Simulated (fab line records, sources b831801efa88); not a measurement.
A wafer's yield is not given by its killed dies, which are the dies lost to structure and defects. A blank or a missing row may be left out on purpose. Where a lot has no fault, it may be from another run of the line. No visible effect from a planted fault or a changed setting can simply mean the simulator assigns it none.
Which of the tools did it? | flow gf180mcu | 7 lots, 21 wafers sampled, at 2 steps of a route of 602

== WHAT THE GAUGES READ, wafer by wafer ==
GF_V3_CD_MEAS_14: the cd target is 260 nm.
lot  | measured     | on        | cd_nm (nm)
L236 | day 23 09:59 | cd_sem-01 | 259.7 259.0 258.4
L243 | day 25 13:08 | cd_sem-01 | 261.1 261.0 260.7
L247 | day 26 21:26 | cd_sem-02 | 261.3 260.4 259.7
L249 | day 27 10:16 | cd_sem-02 | 259.7 259.8 259.9
L253 | day 28 15:32 | cd_sem-01 | 258.5 257.7 258.3
L255 | day 29 10:31 | cd_sem-02 | 261.1 260.2 259.8
L257 | day 29 16:43 | cd_sem-02 | 260.5 260.9 260.0

== TOOL THAT RAN EACH LOT (tool first, then ch and the chambers of the sampled wafers, then the start) ==
lot  | GF_POLY_GATE_CLEAN_15
L236 | wet_bench-04 ch 2, day 9 21:57
L243 | wet_bench-04 ch 0, day 11 19:22
L247 | wet_bench-03 ch 2, day 13 02:49
L249 | wet_bench-03 ch 3, day 13 15:01
L253 | wet_bench-02 ch 1, day 14 22:12
L255 | wet_bench-02 ch 1, day 15 17:28
L257 | wet_bench-04 ch 3, day 16 03:22
- GF_POLY_GATE_CLEAN_15: cleans in SC1/SC2, time 150 s.

== THE ANSWER, worked out from the rows above alone ==
Rule: what is usual is taken from the lots themselves. Put in order of their means at a reading, lots are off if they are a third of the lots or fewer, leave a main group of 4 or more, and stand apart from it by a gap of 3 or more times the standard deviation of the main group's means; of several such gaps the widest counts. A main group is skipped when, at the precision printed for the reading in the tables above, its means are all equal. A lot without any number at a reading at which 4 lots or more have one is off too. All remaining lots with rows at the step are treated as sound.
Across all readings shown, no lot is off: no conclusion can be drawn from this.

== WHAT WAS PUT IN BY THE SIMULATOR ==
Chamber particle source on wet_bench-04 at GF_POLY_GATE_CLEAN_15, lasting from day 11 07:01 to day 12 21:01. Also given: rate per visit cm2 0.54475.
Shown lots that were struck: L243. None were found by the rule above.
